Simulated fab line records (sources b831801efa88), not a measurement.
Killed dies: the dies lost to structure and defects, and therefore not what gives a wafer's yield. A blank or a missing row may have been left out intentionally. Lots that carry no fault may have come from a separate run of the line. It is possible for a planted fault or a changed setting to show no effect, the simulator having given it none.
The tool behind it: which one? :: flow gf180mcu :: 13 lots with 39 wafers sampled at 5 steps, on a route of 602 steps

## WHAT THE GAUGES SHOWED, per wafer
GF_POLY_GATE_THK_MEAS_17.
lot: L249
measured: day 9 07:52
on: filmMetro-02
POLY_GATE_OXIDATION_THK (nm): 3.97 4.00 3.95

lot: L250
measured: day 9 13:25
on: filmMetro-02
POLY_GATE_OXIDATION_THK (nm): 3.98 3.94 3.96

lot: L252
measured: day 10 06:47
on: filmMetro-01
POLY_GATE_OXIDATION_THK (nm): 3.96 3.95 3.98

lot: L254
measured: day 10 20:47
on: filmMetro-03
POLY_GATE_OXIDATION_THK (nm): 3.99 4.08 3.99

lot: L256
measured: day 11 13:59
on: filmMetro-02
POLY_GATE_OXIDATION_THK (nm): 3.83 3.81 3.79

lot: L257
measured: day 11 13:59
on: filmMetro-01
POLY_GATE_OXIDATION_THK (nm): 3.81 3.82 3.84

lot: L261
measured: day 12 19:56
on: filmMetro-02
POLY_GATE_OXIDATION_THK (nm): 3.89 4.02 4.06

lot: L262
measured: day 13 04:02
on: filmMetro-03
POLY_GATE_OXIDATION_THK (nm): 4.05 3.94 4.01

lot: L263
measured: day 13 13:21
on: filmMetro-01
POLY_GATE_OXIDATION_THK (nm): 4.11 4.12 4.00

lot: L267
measured: day 14 12:13
on: filmMetro-01
POLY_GATE_OXIDATION_THK (nm): 3.99 3.91 3.99

lot: L268
measured: day 14 23:33
on: filmMetro-03
POLY_GATE_OXIDATION_THK (nm): 4.04 4.03 4.07

lot: L270
measured: day 15 13:38
on: filmMetro-03
POLY_GATE_OXIDATION_THK (nm): 4.04 4.07 4.06

lot: L271
measured: day 15 16:52
on: filmMetro-01
POLY_GATE_OXIDATION_THK (nm): 4.02 3.97 3.85

GF_HV_LDD_CD_MEAS_07: target cd 400 nm.
lot: L249
measured: day 10 00:53
on: cdSem-02
cdNm (nm): 402.3 401.3 397.6

lot: L250
measured: day 10 07:27
on: cdSem-01
cdNm (nm): 396.7 397.4 399.6

lot: L252
measured: day 11 00:22
on: cdSem-02
cdNm (nm): 402.2 398.1 398.3

lot: L254
measured: day 11 15:08
on: cdSem-02
cdNm (nm): 398.7 398.7 398.1

lot: L256
measured: day 12 07:44
on: cdSem-01
cdNm (nm): 397.2 402.6 402.1

lot: L257
measured: day 12 08:11
on: cdSem-02
cdNm (nm): 398.0 396.2 396.9

lot: L261
measured: day 13 15:32
on: cdSem-01
cdNm (nm): 404.6 402.8 403.7

lot: L262
measured: day 13 23:55
on: cdSem-01
cdNm (nm): 400.9 403.4 402.6

lot: L263
measured: day 14 09:47
on: cdSem-02
cdNm (nm): 402.1 399.6 403.5

lot: L267
measured: day 15 09:26
on: cdSem-01
cdNm (nm): 397.7 399.2 398.5

lot: L268
measured: day 15 20:55
on: cdSem-02
cdNm (nm): 398.8 398.5 399.7

lot: L270
measured: day 16 11:56
on: cdSem-02
cdNm (nm): 403.1 403.2 402.2

lot: L271
measured: day 16 15:10
on: cdSem-01
cdNm (nm): 398.9 398.0 398.9

GF_HV_LDD_CD_MEAS_31: target cd 400 nm.
lot: L249
measured: day 11 13:36
on: cdSem-01
cdNm (nm): 401.6 400.0 399.0

lot: L250
measured: day 11 20:36
on: cdSem-02
cdNm (nm): 400.3 401.2 400.6

lot: L252
measured: day 12 13:43
on: cdSem-02
cdNm (nm): 401.8 400.7 401.1

lot: L254
measured: day 13 05:41
on: cdSem-01
cdNm (nm): 402.3 402.5 400.3

lot: L256
measured: day 13 23:35
on: cdSem-02
cdNm (nm): - - -

lot: L257
measured: day 14 00:08
on: cdSem-01
cdNm (nm): 401.2 403.6 402.8

lot: L261
measured: day 15 10:20
on: cdSem-01
cdNm (nm): 398.8 398.4 397.7

lot: L262
measured: day 15 17:49
on: cdSem-02
cdNm (nm): 402.2 402.3 404.3

lot: L263
measured: day 16 04:41
on: cdSem-01
cdNm (nm): 403.4 405.1 403.2

lot: L267
measured: day 17 06:05
on: cdSem-02
cdNm (nm): 397.9 399.6 400.4

lot: L268
measured: day 17 17:37
on: cdSem-01
cdNm (nm): 396.4 397.1 398.0

lot: L270
measured: day 18 10:35
on: cdSem-02
cdNm (nm): 397.9 401.0 401.4

lot: L271
measured: day 18 14:25
on: cdSem-02
cdNm (nm): 399.4 398.1 401.2

GF_HV_LDD_TW_MEAS_38.
lot: L249
measured: day 11 14:26
on: filmMetro-01
HV_LDD_3_TW: 1427 1427 1428

lot: L250
measured: day 11 21:26
on: filmMetro-01
HV_LDD_3_TW: 1435 1427 1426

lot: L252
measured: day 12 14:33
on: filmMetro-02
HV_LDD_3_TW: 1440 1447 1446

lot: L254
measured: day 13 06:32
on: filmMetro-04
HV_LDD_3_TW: 1432 1436 1432

lot: L256
measured: day 14 00:26
on: filmMetro-04
HV_LDD_3_TW: 30 30 30

lot: L257
measured: day 14 00:59
on: filmMetro-04
HV_LDD_3_TW: 1443 1447 1446

lot: L261
measured: day 15 11:11
on: filmMetro-04
HV_LDD_3_TW: 1438 1436 1441

lot: L262
measured: day 15 18:39
on: filmMetro-01
HV_LDD_3_TW: 1431 1423 1431

lot: L263
measured: day 16 05:32
on: filmMetro-02
HV_LDD_3_TW: 1456 1453 1454

lot: L267
measured: day 17 06:56
on: filmMetro-02
HV_LDD_3_TW: 1459 1447 1457

lot: L268
measured: day 17 18:28
on: filmMetro-01
HV_LDD_3_TW: 1428 1431 1433

lot: L270
measured: day 18 11:26
on: filmMetro-04
HV_LDD_3_TW: 1445 1449 1448

lot: L271
measured: day 18 15:15
on: filmMetro-02
HV_LDD_3_TW: 1437 1443 1445

## EACH LOT AND THE TOOL THAT RAN IT (in order: tool; ch and the chambers of the sampled wafers; start)
lot: L249
GF_HV_LDD_EXPOSE_28: ilineStepper-02 ch 0, day 11 04:20

lot: L250
GF_HV_LDD_EXPOSE_28: ilineStepper-02 ch 0, day 11 11:50

lot: L252
GF_HV_LDD_EXPOSE_28: ilineStepper-01 ch 0, day 12 04:13

lot: L254
GF_HV_LDD_EXPOSE_28: ilineStepper-01 ch 0, day 12 19:51

lot: L256
GF_HV_LDD_EXPOSE_28: ilineStepper-01 ch 0, day 13 13:44

lot: L257
GF_HV_LDD_EXPOSE_28: ilineStepper-01 ch 0, day 13 13:58

lot: L261
GF_HV_LDD_EXPOSE_28: ilineStepper-02 ch 0, day 15 00:09

lot: L262
GF_HV_LDD_EXPOSE_28: ilineStepper-02 ch 0, day 15 07:34

lot: L263
GF_HV_LDD_EXPOSE_28: ilineStepper-02 ch 0, day 15 17:41

lot: L267
GF_HV_LDD_EXPOSE_28: ilineStepper-01 ch 0, day 16 18:59

lot: L268
GF_HV_LDD_EXPOSE_28: ilineStepper-01 ch 0, day 17 06:23

lot: L270
GF_HV_LDD_EXPOSE_28: ilineStepper-01 ch 0, day 17 22:40

lot: L271
GF_HV_LDD_EXPOSE_28: ilineStepper-01 ch 0, day 18 02:31
- GF_HV_LDD_EXPOSE_28: exposes mask Nplus HV AREA, target cd 400 nm.

## WHAT THE TOOLS THEMSELVES READ (means of the sampled wafers that have a number; where no wafer has one, the mark that the record gives instead)
GF_HV_LDD_EXPOSE_28.
lot: L249
tool: ilineStepper-02
exposureDoseMJCm2: 139.96

lot: L250
tool: ilineStepper-02
exposureDoseMJCm2: 140.02

lot: L252
tool: ilineStepper-01
exposureDoseMJCm2: 140.15

lot: L254
tool: ilineStepper-01
exposureDoseMJCm2: 140.00

lot: L256
tool: ilineStepper-01
exposureDoseMJCm2: 139.94

lot: L257
tool: ilineStepper-01
exposureDoseMJCm2: 140.05

lot: L261
tool: ilineStepper-02
exposureDoseMJCm2: 140.00

lot: L262
tool: ilineStepper-02
exposureDoseMJCm2: 140.17

lot: L263
tool: ilineStepper-02
exposureDoseMJCm2: 140.14

lot: L267
tool: ilineStepper-01
exposureDoseMJCm2: 139.77

lot: L268
tool: ilineStepper-01
exposureDoseMJCm2: 140.08

lot: L270
tool: ilineStepper-01
exposureDoseMJCm2: 140.01

lot: L271
tool: ilineStepper-01
exposureDoseMJCm2: 140.14

## THE ANSWER, worked out from the rows above alone
Rule: usual is defined by the lots themselves. The widest of any qualifying gaps counts: lots, ordered by their means at a reading, are off when they make up no more than a third of the lots, leave a main group of 4 or more, and stand apart from it by 3 or more times the standard deviation of that group's means. The tables above print the reading to a certain number of digits; a main group whose means all agree to those digits is not used. A lot without any number at a reading at which 4 lots or more have one is off too. The other lots that the step has rows for count as sound. First the gauges in route order, then the tools' own readings, where a lot's mean is used as printed above. The first step at which some lot is off is used, and at that step the reading that is off furthest; a lot without a number counts as furthest.
Off: L256 (GF_HV_LDD_CD_MEAS_31, cdNm). Without a number there: L256. Mean 400.6 nm and standard deviation 1.9 in the main group.
A tool fits if, at a process step before that reading, it ran every lot that is off, and no sound lot after the first of them. Not tried: the gauges at GF_HV_LDD_CD_MEAS_31; whatever is off there is also off at GF_HV_LDD_TW_MEAS_38, on other tools, and gauge error can't account for it. None of those tried fits.

## WHAT HAD BEEN PUT IN BY THE SIMULATOR
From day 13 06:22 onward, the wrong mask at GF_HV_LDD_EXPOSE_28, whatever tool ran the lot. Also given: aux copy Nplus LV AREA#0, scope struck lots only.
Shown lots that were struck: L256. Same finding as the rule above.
